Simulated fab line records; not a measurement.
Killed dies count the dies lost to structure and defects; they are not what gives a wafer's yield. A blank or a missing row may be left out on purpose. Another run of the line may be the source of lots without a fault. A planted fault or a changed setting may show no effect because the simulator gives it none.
Code-filled problem report in 8D (eight disciplines) form :: flow gf180mcu :: the parts of the form that need people (team, actions taken, sign-off) are left out

1. WHAT IS WRONG
At GF_V2_DEVELOP_13, developer temp C averages 20.18 C over 6 wafers from 2 lots, while fault-free wafers read 20.98 C, standard deviation 0.11. Measured from the usual mean, that is -7.3 standard deviations.
The step: develop time 60 s.
Seen first at day 22 16:26 on litho track-03, wafer L589.1. The record holds 42 wafers of 14 lots with a number at this step. By rule, "out" or "out of limits" means more than 4 standard deviations away from the usual mean. The rest of the wafers with a number are treated as sound.

2. WHAT IT IS, WHAT IT ISN'T
question: which readings at this step
is: developer temp C
is not: -

question: which lots
is: L589, L590
is not: L583, L584, L586, L591, L598, L599, L600, L601, L603, L604, L605, L606

question: which wafers of those lots
is: all that have a number
is not: -

question: read on which tools
is: litho track-03
is not: litho track-02, litho track-04

question: when
is: from day 22 16:26
is not: up to then (9 sound wafers); but 27 sound wafers of L591, L598, L599, L600, L601, L603, L604, L605, L606 came after

3. THE SUSPECTS, EACH WITH WHAT RULES IT OUT
Counting: any tool at a process step up to the reading is kept as a suspect provided that every lot that is out went through it and no sound lot did after the first of them.
- litho track-03 at GF_V2_DEVELOP_13 (develop time 60 s): ruled out as a lasting fault. Following L589 (day 22 16:26), the first lot on it that is out, the sound lots L604, L606 were run on it.
Left after counting: nothing in the record.

4. THE CAUSE (what the simulator had put in)
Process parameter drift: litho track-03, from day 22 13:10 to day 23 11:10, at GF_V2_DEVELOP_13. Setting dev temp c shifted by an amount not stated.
Counting ruled it out, wrongly.

5. SEQUENCE OF EFFECTS, ordered by route
Rows list readings where the struck wafers' mean (over those with a number) sits beyond 3 standard deviations from the usual. Scope: only readings with a usual standard deviation given in the record; hours: median across lots of the time from each lot's start at the first step in this table that gives one to its start at this step; sigmas: change in usual standard deviations.
hours: 0
step: GF_V2_DEVELOP_13
reading: developer temp C
usual: 20.98 C
on struck wafers: 20.18
change: -0.80
sigmas: -7.3
Its process steps:
- GF_V2_DEVELOP_13: develop time 60 s.
Later steps that measure or inspect, where all struck wafers having a row at the step show a number for every such reading and not one has moved that far: GF_V2_OVL_MEAS_15.

6. WHAT WOULD HAVE CAUGHT IT SOONER
In this record no reading fell out of limits until day 22 16:26, 3 hours after the fault had begun at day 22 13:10.
